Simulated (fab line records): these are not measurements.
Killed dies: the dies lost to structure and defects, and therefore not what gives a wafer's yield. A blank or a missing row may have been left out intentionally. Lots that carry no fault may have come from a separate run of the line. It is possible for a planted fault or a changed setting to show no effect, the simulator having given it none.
Which tool is to blame? | flow gf180mcu | 13 lots, 37 wafers sampled, at 5 steps of a route of 602

== WHAT THE GAUGES READ, wafer by wafer ==
GF_V1_THK_MEAS_03.
lot  | measured     | on            | V1_CVD_02_THK (nm)
L707 | day 16 22:44 | film_metro-03 | 843 854 861
L708 | day 17 13:40 | film_metro-04 | 839 825 851
L709 | day 17 17:56 | film_metro-04 | 860 859 865
L710 | day 18 03:22 | film_metro-03 | 851 840 846
L711 | day 18 18:34 | film_metro-02 | 833 838 843
L712 | day 19 07:10 | film_metro-03 | 844 855 861
L713 | day 19 12:07 | film_metro-02 | 855 860 869
L718 | day 21 06:03 | film_metro-02 | 831 836
L719 | day 21 12:49 | film_metro-03 | 850 847 855
L720 | day 22 05:20 | film_metro-02 | 841 852
L723 | day 22 17:47 | film_metro-02 | 840 851 861
L726 | day 24 06:34 | film_metro-03 | 854 862 862
L729 | day 25 02:19 | film_metro-02 | 853 856 859

GF_V1_BOW_MEAS_05.
lot  | measured     | on            | V1_BOW (um)
L707 | day 16 23:07 | film_metro-04 | 91 78 86
L708 | day 17 14:02 | film_metro-04 | 83 68 73
L709 | day 17 18:19 | film_metro-02 | 85 83 87
L710 | day 18 03:44 | film_metro-04 | 82 94 89
L711 | day 18 18:56 | film_metro-03 | 86 83 80
L712 | day 19 07:31 | film_metro-03 | 82 73 85
L713 | day 19 12:31 | film_metro-02 | 87 75 83
L718 | day 21 06:28 | film_metro-03 | 85 76
L719 | day 21 13:11 | film_metro-04 | 81 77 64
L720 | day 22 05:43 | film_metro-02 | 80 78
L723 | day 22 18:09 | film_metro-03 | 78 81 100
L726 | day 24 06:56 | film_metro-04 | 84 88 96
L729 | day 25 02:41 | film_metro-02 | 80 96 86

GF_M2_CD_MEAS_14: the cd target is 280 nm.
lot  | measured     | on        | cd_nm (nm)
L707 | day 18 23:41 | cd_sem-02 | 278.3 279.4 279.4
L708 | day 19 14:19 | cd_sem-01 | 282.6 281.3 280.4
L709 | day 19 19:49 | cd_sem-02 | 279.3 278.2 278.8
L710 | day 20 05:41 | cd_sem-01 | 281.7 280.9 281.2
L711 | day 20 20:21 | cd_sem-01 | 279.3 280.4 279.6
L712 | day 21 09:26 | cd_sem-02 | 281.1 281.8 280.0
L713 | day 21 13:54 | cd_sem-01 | 280.6 280.1 279.5
L718 | day 23 06:57 | cd_sem-01 | 274.0 271.6 273.7 271.7
L719 | day 23 12:39 | cd_sem-01 | 270.9 279.5 271.0 270.8 279.7 270.6
L720 | day 24 03:56 | cd_sem-01 | 278.7 272.3 278.5 271.9
L723 | day 24 16:00 | cd_sem-02 | 281.4 281.3 280.3
L726 | day 26 03:17 | cd_sem-02 | 278.2 278.9 277.9
L729 | day 26 22:18 | cd_sem-01 | 280.9 280.2 280.2

== TOOL THAT RAN EACH LOT (tool first, then ch and the chambers of the sampled wafers, then the start) ==
lot  | GF_M1_SPUTTER_00             | GF_M2_EXPOSE_11
L707 | pvd_sputter-02, day 15 23:25 | krf_scanner-01 ch 0, day 18 11:16
L708 | pvd_sputter-04, day 16 14:32 | krf_scanner-02 ch 0, day 19 02:21
L709 | pvd_sputter-02, day 16 18:05 | krf_scanner-01 ch 0, day 19 07:14
L710 | pvd_sputter-03, day 17 03:18 | krf_scanner-02 ch 0, day 19 18:05
L711 | pvd_sputter-04, day 17 17:54 | krf_scanner-02 ch 0, day 20 08:24
L712 | pvd_sputter-03, day 18 05:31 | krf_scanner-02 ch 0, day 20 21:50
L713 | pvd_sputter-03, day 18 10:17 | krf_scanner-02 ch 0, day 21 02:36
L718 | pvd_sputter-02, day 20 05:19 | krf_scanner-02 ch 0, day 22 19:57
L719 | pvd_sputter-04, day 20 12:26 | krf_scanner-02 ch 0, day 23 01:32
L720 | pvd_sputter-04, day 21 05:06 | krf_scanner-02 ch 0, day 23 17:20
L723 | pvd_sputter-03, day 21 17:55 | krf_scanner-01 ch 0, day 24 05:02
L726 | pvd_sputter-02, day 23 07:01 | krf_scanner-01 ch 0, day 25 17:57
L729 | pvd_sputter-03, day 24 03:18 | krf_scanner-02 ch 0, day 26 12:04
- GF_M1_SPUTTER_00: material Ti, target thk 37.5 nm, time 150 s.
- GF_M2_EXPOSE_11: exposes mask Metal2, target cd 280 nm.

== AS READ BY THE TOOLS THEMSELVES (means over the sampled wafers that have a number; for cases with no such wafer, the mark the record gives instead) ==
GF_M1_SPUTTER_00.
lot  | tool           | throttle_valve_pct (%)
L707 | pvd_sputter-02 | 30.1
L708 | pvd_sputter-04 | 29.8
L709 | pvd_sputter-02 | 31.1
L710 | pvd_sputter-03 | 30.0
L711 | pvd_sputter-04 | 29.7
L712 | pvd_sputter-03 | 30.0
L713 | pvd_sputter-03 | 30.2
L718 | pvd_sputter-02 | 30.5
L719 | pvd_sputter-04 | 29.6
L720 | pvd_sputter-04 | 30.6
L723 | pvd_sputter-03 | 29.9
L726 | pvd_sputter-02 | 30.6
L729 | pvd_sputter-03 | 29.9

== THE ANSWER, worked out from the rows above alone ==
Rule: the usual values come from the lots themselves. Put in order of their means at a reading, lots are off if they are a third of the lots or fewer, leave a main group of 4 or more, and stand apart from it by a gap of 3 or more times the standard deviation of the main group's means; of several such gaps the widest counts. The tables above print the reading to a certain number of digits; a main group whose means all agree to those digits is not used. A lot without any number at a reading at which 4 lots or more have one is off too. The other lots that the step has rows for count as sound. The gauges are gone through in route order, then the tools' own readings, and for those a lot's mean is taken as printed above. The first step at which some lot is off is used, and at that step the reading that is off furthest; a lot without a number counts as furthest.
None of the lots is off at any reading shown; this tells nothing.

== WHAT THE SIMULATOR HAD INSERTED ==
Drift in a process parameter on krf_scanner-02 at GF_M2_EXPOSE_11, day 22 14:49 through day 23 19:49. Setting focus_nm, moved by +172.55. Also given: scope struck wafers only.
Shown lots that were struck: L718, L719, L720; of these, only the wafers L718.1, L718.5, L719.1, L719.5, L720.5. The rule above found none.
